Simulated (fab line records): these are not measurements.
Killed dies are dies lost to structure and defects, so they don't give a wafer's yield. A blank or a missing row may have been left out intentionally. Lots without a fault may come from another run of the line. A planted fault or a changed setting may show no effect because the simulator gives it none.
Which of the tools did it? :: flow sfq_line :: 15 lots, 42 wafers sampled, at 1 step of a route of 325

## WHAT EACH GAUGE READ, for each wafer
No reading from a measuring or inspecting step in the record can be judged against a usual standard deviation.

## TOOL THAT RAN EACH LOT (tool first, then ch and the chambers of the sampled wafers, then the start)
lot: L692
SFQ_TRILAYER_I1_VIA_BARC_OPEN_VIA_ETCH_071: rie_diel-01 ch 1,2, day 20 16:35

lot: L693
SFQ_TRILAYER_I1_VIA_BARC_OPEN_VIA_ETCH_071: rie_diel-01 ch 0,1,2, day 21 00:55

lot: L694
SFQ_TRILAYER_I1_VIA_BARC_OPEN_VIA_ETCH_071: rie_diel-03 ch 0,1,3, day 21 10:31

lot: L695
SFQ_TRILAYER_I1_VIA_BARC_OPEN_VIA_ETCH_071: rie_diel-02 ch 0,1,2, day 21 15:19

lot: L697
SFQ_TRILAYER_I1_VIA_BARC_OPEN_VIA_ETCH_071: rie_diel-01 ch 0,1, day 23 23:14

lot: L698
SFQ_TRILAYER_I1_VIA_BARC_OPEN_VIA_ETCH_071: rie_diel-02 ch 1,2,3, day 26 02:50

lot: L700
SFQ_TRILAYER_I1_VIA_BARC_OPEN_VIA_ETCH_071: rie_diel-01 ch 0,1,2, day 26 19:52

lot: L701
SFQ_TRILAYER_I1_VIA_BARC_OPEN_VIA_ETCH_071: rie_diel-01 ch 0,2,3, day 27 06:40

lot: L703
SFQ_TRILAYER_I1_VIA_BARC_OPEN_VIA_ETCH_071: rie_diel-02 ch 1,2,3, day 27 17:28

lot: L704
SFQ_TRILAYER_I1_VIA_BARC_OPEN_VIA_ETCH_071: rie_diel-03 ch 2,3, day 27 22:23

lot: L705
SFQ_TRILAYER_I1_VIA_BARC_OPEN_VIA_ETCH_071: rie_diel-02 ch 0,2,3, day 28 10:31

lot: L706
SFQ_TRILAYER_I1_VIA_BARC_OPEN_VIA_ETCH_071: rie_diel-02 ch 1,2,3, day 28 16:31

lot: L707
SFQ_TRILAYER_I1_VIA_BARC_OPEN_VIA_ETCH_071: rie_diel-02 ch 0,2, day 28 23:43

lot: L708
SFQ_TRILAYER_I1_VIA_BARC_OPEN_VIA_ETCH_071: rie_diel-02 ch 1,2, day 29 11:16

lot: L709
SFQ_TRILAYER_I1_VIA_BARC_OPEN_VIA_ETCH_071: rie_diel-02 ch 2,3, day 29 22:04
- SFQ_TRILAYER_I1_VIA_BARC_OPEN_VIA_ETCH_071: etches BARC in O2, target depth 125 nm, time 41.7 s.

## WHAT THE TOOLS THEMSELVES READ (means of the sampled wafers that have a number; where no wafer has one, the mark that the record gives instead)
SFQ_TRILAYER_I1_VIA_BARC_OPEN_VIA_ETCH_071. Usual: bias_w 80.01 W, standard deviation 0.27; drypump_motor_current_A 5.7 A, standard deviation 0.42; oes_product_au 0.685 a.u., standard deviation 0.004; run_length_s 70.1 s, standard deviation 0.38.
lot: L692
tool: rie_diel-01
bias_w (W): 80.27
drypump_motor_current_A (A): 5.7
oes_product_au (a.u.): 0.685
run_length_s (s): 70.4
flag: 

lot: L693
tool: rie_diel-01
bias_w (W): 79.65
drypump_motor_current_A (A): 5.8
oes_product_au (a.u.): 0.684
run_length_s (s): 70.3
flag: 

lot: L694
tool: rie_diel-03
bias_w (W): 79.96
drypump_motor_current_A (A): 5.9
oes_product_au (a.u.): 0.688
run_length_s (s): 70.0
flag: 

lot: L695
tool: rie_diel-02
bias_w (W): 79.88
drypump_motor_current_A (A): 5.7
oes_product_au (a.u.): 0.683
run_length_s (s): 70.0
flag: 

lot: L697
tool: rie_diel-01
bias_w (W): 80.20
drypump_motor_current_A (A): 5.8
oes_product_au (a.u.): 0.688
run_length_s (s): 70.2
flag: 

lot: L698
tool: rie_diel-02
bias_w (W): 79.78
drypump_motor_current_A (A): 5.3
oes_product_au (a.u.): 0.682
run_length_s (s): 70.1
flag: 

lot: L700
tool: rie_diel-01
bias_w (W): 80.01
drypump_motor_current_A (A): 5.7
oes_product_au (a.u.): 0.686
run_length_s (s): 70.3
flag: 

lot: L701
tool: rie_diel-01
bias_w (W): 80.18
drypump_motor_current_A (A): 5.6
oes_product_au (a.u.): 0.683
run_length_s (s): 70.3
flag: 

lot: L703
tool: rie_diel-02
bias_w (W): 79.75
drypump_motor_current_A (A): 5.3
oes_product_au (a.u.): 0.686
run_length_s (s): 70.1
flag: 

lot: L704
tool: rie_diel-03
bias_w (W): 79.89
drypump_motor_current_A (A): 5.6
oes_product_au (a.u.): 0.685
run_length_s (s): 70.4
flag: 

lot: L705
tool: rie_diel-02
bias_w (W): 80.15
drypump_motor_current_A (A): 5.8
oes_product_au (a.u.): 0.686
run_length_s (s): 70.1
flag: 

lot: L706
tool: rie_diel-02
bias_w (W): 80.10
drypump_motor_current_A (A): 5.3
oes_product_au (a.u.): 0.683
run_length_s (s): 70.4
flag: 

lot: L707
tool: rie_diel-02
bias_w (W): 80.11
drypump_motor_current_A (A): 6.0
oes_product_au (a.u.): 0.656
run_length_s (s): 75.7
flag: OFF

lot: L708
tool: rie_diel-02
bias_w (W): 79.90
drypump_motor_current_A (A): 5.3
oes_product_au (a.u.): 0.616
run_length_s (s): 81.3
flag: OFF

lot: L709
tool: rie_diel-02
bias_w (W): 79.75
drypump_motor_current_A (A): 5.4
oes_product_au (a.u.): 0.651
run_length_s (s): 75.7
flag: OFF

## THE ANSWER, worked out from the rows above alone
Rule: lot off if the mean of its wafers having a number is beyond 3 standard deviations from the usual mean. Also off: a lot with no number at a reading for which 4 or more lots have one. The other lots that the step has rows for count as sound. First the gauges in route order, then the tools' own readings, where a lot's mean is used as printed above. At the first step where some lot is off, the reading lying furthest off is the one used; lots without a number count as furthest.
Off, at SFQ_TRILAYER_I1_VIA_BARC_OPEN_VIA_ETCH_071 on run_length_s: L707, L708, L709.
If a tool, at that step or one of the process steps before it, ran each lot that is off and ran no sound lot following the first of them, it fits. One candidate fits, namely rie_diel-02 at SFQ_TRILAYER_I1_VIA_BARC_OPEN_VIA_ETCH_071. Its last sound lot is L706 (day 28 16:31), its first lot that is off L707 (day 28 23:43): a fault that began between those two fits.
The tool's own readings at SFQ_TRILAYER_I1_VIA_BARC_OPEN_VIA_ETCH_071 bear it out: on the lots that are off they differ by more than 5 times the standard deviation of the sound lots' means. oes_product_au reads 0.641 a.u. there against 0.685 a.u. on the sound lots; run_length_s reads 77.6 s there against 70.2 s on the sound lots.

## WHAT THE SIMULATOR HAD PUT IN
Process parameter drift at SFQ_TRILAYER_I1_VIA_BARC_OPEN_VIA_ETCH_071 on rie_diel-02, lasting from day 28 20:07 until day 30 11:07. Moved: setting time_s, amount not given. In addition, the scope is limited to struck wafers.
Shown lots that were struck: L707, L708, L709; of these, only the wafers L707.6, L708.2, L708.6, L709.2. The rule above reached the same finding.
